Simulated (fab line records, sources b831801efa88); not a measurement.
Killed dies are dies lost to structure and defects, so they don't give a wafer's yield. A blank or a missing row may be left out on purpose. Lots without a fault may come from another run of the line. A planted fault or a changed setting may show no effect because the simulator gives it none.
One fault seen from 2 desks | flow gf180mcu | each desk has only its own numbers; what lay behind them comes last

THE METROLOGY DESK
What the gauges read, lot by lot, whatever tool the lot ran on: means of the sampled wafers that have a number. A lot is out of limits, marked OUT, if its mean lies more than 4 standard deviations from the usual mean; the brackets give that distance.
Columns: A = cd_nm at GF_V5_CD_MEAS_14, usual 259.9 nm; B = V5_OVL at GF_V5_OVL_MEAS_15, usual 0 nm
lot  | first seen here | A     | B
L228 | day 27 17:53    | 260.1 | -7
L233 | day 29 08:36    | 259.0 | 7
L242 | day 31 20:55    | 260.1 | 0
L244 | day 32 10:38    | 260.6 | 2
L245 | day 32 16:59    | 259.5 | -2
L249 | day 33 10:54    | 259.4 | -8
This desk's finding: nothing out of limits on any of the 6 lots.

THE TOOL OWNER'S DESK: pvd_sputter-03
The tool's own readings at GF_V5_SPUTTER_22 (material TiN, target thk 10 nm, time 40 s): means of the sampled wafers that have a number, for each lot that ran on this tool. A lot is out of limits, marked OUT, if its mean lies more than 4 standard deviations from the usual mean; the brackets give that distance.
Columns: A = chamber_pressure_pa at GF_V5_SPUTTER_22, usual 5.000 Pa; B = throttle_valve_pct at GF_V5_SPUTTER_22, usual 29.6 %
lot  | first seen here | A               | B
L228 | day 27 18:49    | 5.014           | 29.5
L242 | day 31 21:52    | 5.622 (+57) OUT | 27.9
L244 | day 32 11:31    | 5.631 (+57) OUT | 28.1
This desk's finding: out of limits on L242, L244; first on L242, day 31 21:52 (chamber_pressure_pa at GF_V5_SPUTTER_22). In limits: L228.

PUT TOGETHER
The tool owner's desk could have raised an alarm at day 31 21:52, on L242, L244.
The metrology desk saw nothing out of limits.
The metrology desk has L242, L244 on record, within its limits.
Of the lots named, all ran GF_V5_SPUTTER_22 on pvd_sputter-03.

WHAT THE SIMULATOR HAD PUT IN
Process parameter drift: pvd_sputter-03, from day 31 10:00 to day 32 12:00, at GF_V5_SPUTTER_22. Setting chamber_pressure_pa, moved by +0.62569, from 5. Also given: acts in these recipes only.
Lots struck among those shown: L242, L244.
Hours from the fault's start to each desk's first reading out of limits: the tool owner's desk, 12.
